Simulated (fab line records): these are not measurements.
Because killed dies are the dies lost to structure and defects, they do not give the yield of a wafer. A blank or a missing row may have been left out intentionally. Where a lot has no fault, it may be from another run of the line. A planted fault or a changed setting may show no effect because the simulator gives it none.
Chamber matching + flow gf180mcu + cmp-02 running GF_V4_CMP_26: 4 sister chambers
The step polishes, stops on SiO2, t overpolish 15 s, target thk 0 nm. 20 wafers are shown with their chamber, then 10 later ones without.

## WAFERS WITH THEIR CHAMBER
| wafer  | chamber | motor-current-A (A) |
|--------|---------|---------------------|
| L813.2 | 2       | 13.3                |
| L813.3 | 0       | 13.2                |
| L813.5 | 2       | 12.9                |
| L815.4 | 1       | 11.9                |
| L815.5 | 1       | 11.9                |
| L815.6 | 0       | 13.1                |
| L817.4 | 3       | 11.6                |
| L817.5 | 1       | 11.3                |
| L817.6 | 0       | 12.4                |
| L822.1 | 1       | 11.6                |
| L822.5 | 0       | 12.4                |
| L822.6 | 3       | 12.1                |
| L823.1 | 3       | 11.7                |
| L823.2 | 0       | 13.3                |
| L823.4 | 2       | 13.2                |
| L827.2 | 3       | 11.6                |
| L827.4 | 2       | 12.5                |
| L827.6 | 2       | 12.9                |
| L828.1 | 2       | 12.9                |
| L828.4 | 3       | 10.5                |

SIGNATURES (averages over the wafers above)
| reading         | chamber 0 | chamber 1 | chamber 2 | chamber 3 | scatter within a chamber |
|-----------------|-----------|-----------|-----------|-----------|--------------------------|
| motor-current-A | 12.880    | 11.675    | 12.950    | 11.500    | 0.422                    |
Rule: distance of a wafer from a chamber = root of the sum over the readings of ((wafer's reading minus chamber's mean) / reading's scatter) squared. If the next closest chamber is less than 2 further off than the closest, the wafer can't be placed; otherwise it belongs to the closest. The scatter is the square root of a quotient: the sum, over the shown wafers, of each reading's squared deviation from its chamber's mean, divided by wafers minus chambers.

## WAFERS WITH NO CHAMBER GIVEN
| wafer  | motor-current-A (A) |
|--------|---------------------|
| L828.5 | 11.6                |
| L831.1 | 12.6                |
| L831.4 | 12.8                |
| L831.6 | 12.5                |
| L834.3 | 10.8                |
| L834.4 | 12.6                |
| L834.5 | 12.5                |
| L835.1 | 12.4                |
| L835.2 | 12.0                |
| L835.5 | 12.1                |

## EACH ONE'S CHAMBER
| wafer  | from the rows above               | in truth |
|--------|-----------------------------------|----------|
| L828.5 | can't be placed: 1 or 3           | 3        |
| L831.1 | can't be placed: 0 or 2 or 1 or 3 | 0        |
| L831.4 | can't be placed: 0 or 2           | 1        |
| L831.6 | can't be placed: 0 or 2 or 1 or 3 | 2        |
| L834.3 | can't be placed: 3 or 1           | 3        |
| L834.4 | can't be placed: 0 or 2 or 1 or 3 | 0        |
| L834.5 | can't be placed: 0 or 2 or 1 or 3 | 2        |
| L835.1 | can't be placed: 0 or 2 or 1 or 3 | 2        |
| L835.2 | can't be placed: 1 or 3 or 0 or 2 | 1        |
| L835.5 | can't be placed: 1 or 3 or 0 or 2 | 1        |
0 of 10 placed correctly. From these rows, 10 cannot be placed; in 9 the true chamber is one of the candidates. Placed wrongly: 0.
